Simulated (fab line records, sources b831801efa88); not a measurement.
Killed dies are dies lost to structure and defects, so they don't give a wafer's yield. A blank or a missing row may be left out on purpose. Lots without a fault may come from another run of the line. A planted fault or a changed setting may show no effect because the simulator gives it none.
fab line records | flow sky130
record lots=6 wafers=18 last_day=49
route steps=708 shown VIA2@523 METAL3@532 PAD_OPEN@708
lots that met no fault: from a run of the same line without faults
start_h: hours from the record's first day to the start of the lot's first wafer shown | wait_h: hours since the lot's step before | " the same as in the row above | L1.1+2: a row that stands for several wafers | - no value, or no start given | * or withheld: withheld | < > ~ a bound
route shown NAME@n: a module of which the file shows steps, and the number in the route of the first | usual: mean/standard deviation of fault-free wafers | same: alike in all rows | chamber/n: place in a boat | sites: the reading at each site | _std_site: their standard deviation | _edge_site: outer sites' mean less inner sites' | radius_mm: how far each site lies from the wafer's centre | mask NAME#n: copy n | behind: the tool/chamber that last shaped the wafer | hold: why the lot was held/for how many hours/how that ended | device: the transistor (n, p or np) that didn't switch | end of line: the same wafers' tests at the end of the route | a step without rows: its recipe alone | killed: dies lost to structure and defects at the first sort, not the wafer's yield | map: a wafer's dies, x killed, . not, _ none there
set.NAME: the setting as run; set.NAME@STEP: as run at that earlier step | model.NAME: the simulator's own value behind a step, which no gauge read
lots at some steps of the route; a table a step, a row a wafer
services: from which hour (start_h, from the record's first day; less than 0 if before it) a tool's chamber was out of use, for how many hours, and why
## steps
# step SKY_VIA2_STRIP_16
# recipe chemistry=O2/N2 power_w=1400 pressure_mtorr=1500 platen_temp_c=withheld o2_flow_sccm=3000 n2_flow_sccm=300 overash_fraction=0.5
# usual drypump_motor_current_A=6.05/0.29 oes_product_au=0.400/0.0045 strip_time_to_endpoint_s=4.066/0.028
# columns lot.wafer tool chamber start_h wait_h drypump_motor_current_A oes_product_au rf_hours_counter_h strip_time_to_endpoint_s
L919.2 plasma_asher-04 0 867.35 0.0 5.95 0.412 14 4.067
L919.3 " 0 " " 5.95 0.406 - 4.058
L919.4 " 1 " " 5.54 0.398 - 4.003
L929.3 plasma_asher-03 0 942.33 0.1 5.91 0.399 - 4.083
L929.4 " 1 " " 6.17 0.399 - 4.055
L929.5 " 1 " " 6.18 0.394 - 4.073
L931.3 plasma_asher-01 0 955.28 0.1 6.46 0.405 - 4.065
L931.4 " 1 " " 6.31 0.396 - 4.081
L931.5 " 1 " " 6.30 0.408 - 4.067
L933.1 plasma_asher-04 1 974.00 0.0 5.57 0.394 22 4.095
L933.2 " 0 " " 5.95 0.399 22 4.065
L933.6 " 0 " " 5.98 0.407 - 4.118
L935.4 plasma_asher-01 0 992.38 0.1 6.44 0.393 - 4.069
L935.5 " 0 " " 6.41 0.398 - 4.075
L935.6 " 1 " " 6.28 0.393 - 4.026
L937.3 plasma_asher-04 0 993.65 0.1 5.93 0.403 - 4.032
L937.5 " 0 " " 5.95 0.403 - 4.086
L937.6 " 1 " " 5.56 0.391 - 4.039
# step SKY_VIA2_STRIP_17
# recipe chemistry=post_etch_residue_remover time_s=1200 temp_c=72.5
# step SKY_VIA2_CLEAN_18
# recipe chemistry=IPA time_s=180 temp_c=25
# step SKY_VIA2_CLEAN_19
# recipe chemistry=O3/DIW dry=n2_spin
# step SKY_VIA2_SPUTTER_20
# recipe material=TiN target_thk_nm=20 chamber_pressure_pa=5 power_w=4000 time_s=80
# step SKY_VIA2_CVD_21
# recipe material=W target_thk_nm=420 time_s=126.4 temp_c=400 pressure_torr=40
# step SKY_VIA2_RS_MEAS_22
# recipe thk_meas_gauge=four-point-probe reads=W_of_VIA2_CVD_21+TiN_of_VIA2_SPUTTER_20
# usual VIA2_W_RS=0.2742/0.0028
# columns lot.wafer tool chamber start_h wait_h VIA2_W_RS[ohm/sq]
L919.2 film_metro-04 - 868.15 0.1 0.2749
L919.3 " - " " 0.2748
L919.4 " - " " 0.2780
L929.3 film_metro-03 - 943.13 0.1 0.2767
L929.4 " - " " 0.2770
L929.5 " - " " 0.2725
L931.3 film_metro-03 - 956.08 0.1 0.2743
L931.4 " - " " 0.2756
L931.5 " - " " 0.2754
L933.1 film_metro-03 - 974.78 0.1 0.2722
L933.2 " - " " 0.2747
L933.6 " - " " 0.2747
L935.4 film_metro-04 - 993.19 0.1 0.2755
L935.5 " - " " 0.2741
L935.6 " - " " 0.2747
L937.3 film_metro-03 - 994.48 0.1 0.2780
L937.5 " - " " 0.2792
L937.6 " - " " 0.2776
# step SKY_VIA2_THK_MEAS_23
# recipe thk_meas_gauge=xrf reads=W_of_VIA2_CVD_21
# usual VIA2_W_THK=420/5.8
# columns lot.wafer tool chamber start_h wait_h VIA2_W_THK[nm]
L919.2 film_metro-04 - 868.26 0.1 422
L919.3 " - " " 423
L919.4 " - " " 417
L929.3 film_metro-03 - 943.23 0.1 419
L929.4 " - " " 417
L929.5 " - " " 423
L931.3 film_metro-03 - 956.18 0.1 419
L931.4 " - " " 421
L931.5 " - " " 419
L933.1 film_metro-03 - 974.90 0.1 425
L933.2 " - " " 419
L933.6 " - " " 418
L935.4 film_metro-04 - 993.28 0.1 420
L935.5 " - " " 423
L935.6 " - " " 419
L937.3 film_metro-03 - 994.58 0.1 417
L937.5 " - " " 413
L937.6 " - " " 418
# step SKY_VIA2_CMP_24
# recipe stop_on=SiO2 t_overpolish_s=20 down_force_psi=3.5 platen_rpm=60 target_thk_nm=0 pad_velocity_m_s=0.94248
# usual motor_current_A=11.7/0.85 overpolish_run_s=20.000/0.0085 time_to_endpoint_s=101/4.3
# columns lot.wafer tool chamber start_h wait_h motor_current_A overpolish_run_s time_to_endpoint_s
L919.2 cmp-02 3 868.61 0.3 12.8 20.012 98
L919.4 " 1 " " 10.9 20.006 101
L919.3 " 2 " " 11.4 20.018 102
L929.4 cmp-02 0 943.37 0.1 11.2 20.011 103
L929.3 " 3 " " 12.1 19.999 100
L929.5 " 1 " " 10.6 19.995 106
L931.3 cmp-01 1 956.27 0.1 12.8 19.996 106
L931.4 " 2 " " 11.4 19.998 105
L931.5 " 1 " " 12.3 19.995 99
L933.1 cmp-01 1 975.01 0.1 12.7 20.001 103
L933.2 " 2 " " 11.1 20.001 105
L933.6 " 0 " " 13.1 20.006 97
L935.4 cmp-02 0 993.31 0.0 11.2 20.015 100
L935.6 " 0 " " 11.4 20.001 100
L935.5 " 1 " " 10.9 19.996 101
L937.3 cmp-01 1 994.77 0.2 12.4 20.003 97
L937.6 " 2 " " 11.5 19.993 103
L937.5 " 3 " " 11.2 19.988 90
# step SKY_METAL3_SPUTTER_00
# recipe material=Ti target_thk_nm=15 power_w=3000 time_s=10 chamber_pressure_pa=0.4
# usual throttle_valve_pct=29.9/0.86
# columns lot.wafer tool chamber start_h wait_h throttle_valve_pct
L919.2 pvd_sputter-03 - 868.91 0.2 28.8
L919.3 " - " " 29.5
L919.4 " - " " 29.5
L929.3 pvd_sputter-04 - 943.67 0.1 29.2
L929.4 " - " " 29.9
L929.5 " - " " 29.4
L931.3 pvd_sputter-04 - 956.52 0.2 31.7
L931.4 " - " " 30.3
L931.5 " - " " 29.2
L933.1 pvd_sputter-04 - 975.26 0.2 29.8
L933.2 " - " " 29.9
L933.6 " - " " 30.1
L935.4 pvd_sputter-01 - 993.64 0.3 30.0
L935.5 " - " " 29.3
L935.6 " - " " 29.5
L937.3 pvd_sputter-03 - 994.92 0.1 29.0
L937.5 " - " " 29.6
L937.6 " - " " 29.5
# step SKY_METAL3_SPUTTER_01
# recipe material=TiN target_thk_nm=20 power_w=6500 time_s=16.7 chamber_pressure_pa=0.4
# step SKY_METAL3_SPUTTER_02
# recipe material=AlCu target_thk_nm=735 power_w=10900 time_s=39.1 chamber_pressure_pa=0.4
# usual throttle_valve_pct=29.9/0.87
# columns lot.wafer tool chamber start_h wait_h throttle_valve_pct
L919.2 pvd_sputter-03 - 868.96 0.0 29.2
L919.3 " - " " 29.4
L919.4 " - " " 29.6
L929.3 pvd_sputter-04 - 943.72 0.0 29.4
L929.4 " - " " 30.0
L929.5 " - " " 29.2
L931.3 pvd_sputter-04 - 956.56 0.0 31.7
L931.4 " - " " 30.2
L931.5 " - " " 29.1
L933.1 pvd_sputter-04 - 975.31 0.0 29.8
L933.2 " - " " 30.0
L933.6 " - " " 29.8
L935.4 pvd_sputter-01 - 993.75 0.0 30.1
L935.5 " - " " 29.3
L935.6 " - " " 29.4
L937.3 pvd_sputter-03 - 994.97 0.0 28.9
L937.5 " - " " 29.5
L937.6 " - " " 29.5
# step SKY_METAL3_SPUTTER_03
# recipe material=Ti target_thk_nm=5 power_w=3000 time_s=3.3 chamber_pressure_pa=0.4
# usual throttle_valve_pct=29.9/0.87
# columns lot.wafer tool chamber start_h wait_h throttle_valve_pct model.Ti_of_METAL3_SPUTTER_03.thk_nm
L919.2 pvd_sputter-03 - 869.00 0.0 29.2 4.84
L919.3 " - " " 29.7 4.829
L919.4 " - " " 29.5 4.849
L929.3 pvd_sputter-04 - 943.76 0.0 29.2 5.033
L929.4 " - " " 29.9 5.101
L929.5 " - " " 28.9 5.035
L931.3 pvd_sputter-04 - 956.60 0.0 31.6 6.35
L931.4 " - " " 30.0 5.008
L931.5 " - " " 28.9 6.354
L933.1 pvd_sputter-04 - 975.35 0.0 30.1 4.894
L933.2 " - " " 29.9 6.405
L933.6 " - " " 29.8 4.803
L935.4 pvd_sputter-01 - 993.81 0.0 29.8 4.982
L935.5 " - " " 29.1 4.995
L935.6 " - " " 29.7 5.062
L937.3 pvd_sputter-03 - 995.00 0.0 29.1 5.025
L937.5 " - " " 29.8 4.915
L937.6 " - " " 29.5 4.952
# step SKY_METAL3_SPUTTER_04
# recipe material=TiN target_thk_nm=70 power_w=6500 time_s=58.3 chamber_pressure_pa=0.4
# usual throttle_valve_pct=30.0/0.88
# columns lot.wafer tool chamber start_h wait_h throttle_valve_pct
L919.2 pvd_sputter-03 - 869.02 0.0 28.9
L919.3 " - " " 29.4
L919.4 " - " " 29.3
L929.3 pvd_sputter-04 - 943.78 0.0 29.1
L929.4 " - " " 30.0
L929.5 " - " " 29.1
L931.3 pvd_sputter-04 - 956.62 0.0 31.8
L931.4 " - " " 29.9
L931.5 " - " " 29.3
L933.1 pvd_sputter-04 - 975.37 0.0 29.9
L933.2 " - " " 30.1
L933.6 " - " " 29.9
L935.4 pvd_sputter-01 - 993.87 0.0 29.9
L935.5 " - " " 29.3
L935.6 " - " " 29.7
L937.3 pvd_sputter-03 - 995.02 0.0 28.9
L937.5 " - " " 29.2
L937.6 " - " " 29.2
# step SKY_PAD_OPEN_PROBE_99
# usual defect_limited_yield=82.3/2 killed_at_M0_to_M3=44/7.8 killed_at_M4_up=2.9/1.7 killed_at_contacts=24/5.4 killed_at_front_end=15/4.5 killed_at_other=0.3/0.55 killed_dies=87/10 killed_open=48/7.4 killed_short=39/5.9 sort_bin_3_pad_short=0.9/0.42 sort_bin_5_function=10.4/1.5 sort_bin_6_memory=6.4/1.2 sort_n_pass=405/10 sort_yield_pct=82.3/2
# same gross_dies=492 killed_at_back_side=0 sort_bin_4_leakage[%]=0 sort_bin_8_speed[%]=0
# columns lot.wafer tool chamber start_h wait_h defect_limited_yield[%] killed_at_M0_to_M3 killed_at_M4_up killed_at_contacts killed_at_front_end killed_at_other killed_dies killed_open killed_short sort_bin_3_pad_short[%] sort_bin_5_function[%] sort_bin_6_memory[%] sort_n_pass sort_yield_pct[%]
L919.2 prober-01 - 1091.35 0.1 83.7 33 3 22 22 0 80 46 34 0.4 8.9 6.9 412 83.7
L919.3 prober-01 - 1091.40 0.2 88.0 30 1 16 12 0 59 31 28 0.6 7.3 4.1 433 88.0
L919.4 prober-01 - 1091.45 0.2 84.1 41 6 14 17 0 78 48 30 0.4 10.2 5.3 414 84.1
L929.3 prober-02 - 1148.95 0.2 84.8 37 3 23 12 0 75 32 43 1.0 8.3 5.9 417 84.8
L929.4 prober-02 - 1149.00 0.2 83.1 44 3 22 13 1 83 46 37 0.8 8.5 7.5 409 83.1
L929.5 prober-02 - 1149.05 0.2 85.0 37 7 23 7 0 74 33 41 0.6 9.1 5.3 418 85.0
L931.3 prober-01 - 1160.18 0.2 82.5 42 2 24 18 0 86 44 42 1.2 9.8 6.5 406 82.5
L931.4 prober-01 - 1160.23 0.2 80.3 58 5 24 10 0 97 57 40 1.0 11.4 7.3 395 80.3
L931.5 prober-01 - 1160.28 0.2 82.1 43 1 30 14 0 88 45 43 0.8 11.2 5.9 404 82.1
L933.1 prober-01 - 1172.76 0.1 82.9 47 3 19 15 0 84 40 44 1.4 10.0 5.7 408 82.9
L933.2 prober-01 - 1172.81 0.1 81.3 45 2 25 19 1 92 52 40 1.4 10.0 7.3 400 81.3
L933.6 prober-01 - 1173.01 0.2 79.9 52 3 24 20 0 99 50 49 0.4 11.2 8.5 393 79.9
L935.4 prober-02 - 1184.77 0.2 84.6 42 1 21 12 0 76 46 30 1.2 8.9 5.3 416 84.6
L935.5 prober-02 - 1184.82 0.2 81.7 48 2 22 18 0 90 40 50 1.8 11.8 4.7 402 81.7
L935.6 prober-02 - 1184.87 0.2 81.3 62 4 20 6 0 92 47 45 1.0 9.6 8.1 400 81.3
L937.3 prober-02 - 1186.22 0.2 83.1 39 1 24 19 0 83 40 43 0.8 10.6 5.5 409 83.1
L937.5 prober-02 - 1186.32 0.2 81.7 42 4 22 21 1 90 56 34 0.2 11.8 6.3 402 81.7
L937.6 prober-02 - 1186.37 0.2 81.3 42 3 24 23 0 92 52 40 1.2 10.6 6.9 400 81.3
# killed by level:class
L919.2 CONTACT:geometric_particle:open=11 LI_CONTACT:geometric_particle:open=7 METAL1:geometric_particle:short=6 VIA2:geometric_particle:open=6 FIELD_ISO:geometric_particle:short=5 FIELD_ISO:geometric_particle:open=4 POLY_GATE:geometric_particle:short=4 POLY_GATE:geometric_particle:open=4
L919.3 CONTACT:geometric_particle:open=7 VIA1:geometric_particle:short=7 VIA3:geometric_particle:open=6 LI_CONTACT:geometric_particle:open=5 VIA1:geometric_particle:open=5 POLY_GATE:geometric_particle:short=4 POLY_GATE:geometric_particle:open=4 LOCAL_INTERCONNECT:geometric_particle:short=3
L919.4 VIA2:geometric_particle:open=9 VIA1:geometric_particle:open=8 VIA3:geometric_particle:open=8 CONTACT:geometric_particle:open=7 FIELD_ISO:geometric_particle:open=5 POLY_GATE:geometric_particle:short=5 METAL4:geometric_particle:short=4 POLY_GATE:geometric_particle:open=3
L929.3 VIA1:geometric_particle:open=8 LOCAL_INTERCONNECT:geometric_particle:short=7 VIA2:geometric_particle:short=7 METAL1:geometric_particle:short=6 CONTACT:geometric_particle:open=5 VIA2:geometric_particle:open=5 FIELD_ISO:geometric_particle:short=4 LI_CONTACT:geometric_particle:open=4
L929.4 CONTACT:geometric_particle:open=14 VIA2:geometric_particle:open=11 VIA1:geometric_particle:open=8 VIA2:geometric_particle:short=7 VIA3:geometric_particle:open=5 FIELD_ISO:geometric_particle:short=4 VIA1:geometric_particle:short=4 LI_CONTACT:geometric_particle:short=3
L929.5 VIA1:geometric_particle:open=12 VIA3:geometric_particle:open=6 CONTACT:geometric_particle:open=5 CONTACT:geometric_particle:short=5 METAL4:geometric_particle:short=5 LI_CONTACT:geometric_particle:short=4 LI_CONTACT:geometric_particle:open=4 METAL1:geometric_particle:short=4
L931.3 LI_CONTACT:geometric_particle:open=12 VIA1:geometric_particle:short=7 VIA1:geometric_particle:open=7 VIA2:geometric_particle:open=7 METAL1:geometric_particle:short=6 VIA3:geometric_particle:open=6 FIELD_ISO:geometric_particle:short=5 POLY_GATE:geometric_particle:open=4
L931.4 VIA1:geometric_particle:open=14 VIA3:geometric_particle:open=9 LOCAL_INTERCONNECT:geometric_particle:short=7 VIA2:geometric_particle:open=7 VIA1:geometric_particle:short=6 FIELD_ISO:geometric_particle:open=5 LI_CONTACT:geometric_particle:open=5 CONTACT:geometric_particle:open=5
L931.5 CONTACT:geometric_particle:open=10 VIA2:geometric_particle:open=8 VIA1:geometric_particle:open=7 VIA3:geometric_particle:open=7 LI_CONTACT:geometric_particle:short=6 LI_CONTACT:geometric_particle:open=5 LOCAL_INTERCONNECT:geometric_particle:short=5 METAL2:geometric_particle:short=5
L933.1 POLY_GATE:geometric_particle:short=7 METAL1:geometric_particle:short=7 VIA2:geometric_particle:open=7 LI_CONTACT:geometric_particle:open=6 CONTACT:geometric_particle:open=6 VIA3:geometric_particle:open=5 METAL2:geometric_particle:short=4 METAL3:geometric_particle:open=4
L933.2 VIA1:geometric_particle:open=16 CONTACT:geometric_particle:open=9 LI_CONTACT:geometric_particle:open=8 METAL2:geometric_particle:short=8 FIELD_ISO:geometric_particle:open=6 POLY_GATE:geometric_particle:short=6 VIA1:geometric_particle:short=5 CONTACT:geometric_particle:short=4
L933.6 VIA1:geometric_particle:open=10 POLY_GATE:geometric_particle:short=8 CONTACT:geometric_particle:open=8 METAL1:geometric_particle:short=8 CONTACT:geometric_particle:short=6 METAL2:geometric_particle:short=6 VIA2:geometric_particle:open=6 VIA2:geometric_particle:short=6
L935.4 VIA3:geometric_particle:open=11 CONTACT:geometric_particle:open=8 VIA1:geometric_particle:open=8 LI_CONTACT:geometric_particle:open=7 VIA2:geometric_particle:short=6 POLY_GATE:geometric_particle:short=5 VIA1:geometric_particle:short=5 CONTACT:geometric_particle:short=5
L935.5 METAL2:geometric_particle:short=9 VIA1:geometric_particle:open=8 METAL1:geometric_particle:short=8 LOCAL_INTERCONNECT:geometric_particle:short=8 CONTACT:geometric_particle:open=7 LI_CONTACT:geometric_particle:open=5 VIA2:geometric_particle:open=5 FIELD_ISO:geometric_particle:short=4
L935.6 VIA1:geometric_particle:open=16 METAL2:geometric_particle:short=10 VIA3:geometric_particle:open=7 CONTACT:geometric_particle:open=7 VIA1:geometric_particle:short=6 VIA2:geometric_particle:open=5 LOCAL_INTERCONNECT:geometric_particle:short=5 METAL1:geometric_particle:short=5
L937.3 LI_CONTACT:geometric_particle:open=8 VIA1:geometric_particle:open=7 METAL2:geometric_particle:short=7 LOCAL_INTERCONNECT:geometric_particle:short=6 CONTACT:geometric_particle:open=5 METAL1:geometric_particle:short=5 VIA2:geometric_particle:open=5 METAL3:geometric_particle:short=4
L937.5 VIA1:geometric_particle:open=11 LI_CONTACT:geometric_particle:open=10 CONTACT:geometric_particle:open=9 VIA2:geometric_particle:open=9 VIA3:geometric_particle:open=6 FIELD_ISO:geometric_particle:short=5 POLY_GATE:geometric_particle:short=4 METAL1:geometric_particle:short=4
L937.6 VIA1:geometric_particle:open=11 LI_CONTACT:geometric_particle:open=8 CONTACT:geometric_particle:open=7 METAL2:geometric_particle:short=7 POLY_GATE:geometric_particle:short=6 CONTACT:geometric_particle:short=5 VIA1:geometric_particle:short=5 METAL3:geometric_particle:short=5
## services
# columns tool chamber start_h hours kind
plasma_asher-01 - 854.75 1.1 repair
cmp-02 - 856.23 3.2 pm
cmp-01 - 867.56 5.8 pm
plasma_asher-04 - 869.57 28.1 pm
pvd_sputter-01 - 888.00 1.1 repair
cmp-02 - 903.01 2.6 repair
cmp-01 - 905.74 0.8 repair
plasma_asher-03 - 911.29 0.5 repair
pvd_sputter-04 - 911.49 1.2 repair
cmp-02 - 912.00 4.0 pm
cmp-02 - 916.00 - consumable_replace:conditioner
cmp-02 - 916.00 - consumable_replace:pad
pvd_sputter-04 - 918.46 2.5 repair
cmp-02 - 932.15 3.4 repair
pvd_sputter-03 - 965.85 3.1 repair
plasma_asher-03 - 966.84 2.2 repair
pvd_sputter-01 0 982.06 - consumable_replace:kit
pvd_sputter-01 0 982.06 18.0 scheduled_down
pvd_sputter-01 0 982.06 18.0 vent_cycle
## key
first_sign none at tools or gauges
model_effect step=SKY_METAL3_SPUTTER_03 value=Ti_of_METAL3_SPUTTER_03.thk_nm without=4.904 struck=6.369
met_at SKY_METAL3_SPUTTER_03
struck_wafers L931.3,L931.5,L933.2
onset_between 943.76 956.60
fault kind=process_parameter_drift tool=pvd_sputter-04 chamber=- onset_h=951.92 steps=SKY_METAL3_SPUTTER_03 channel=target_thk_nm offset=1.4658 shape=step end_h=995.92 scope=struck_wafers_only acts_in=these_recipes_only stated=5
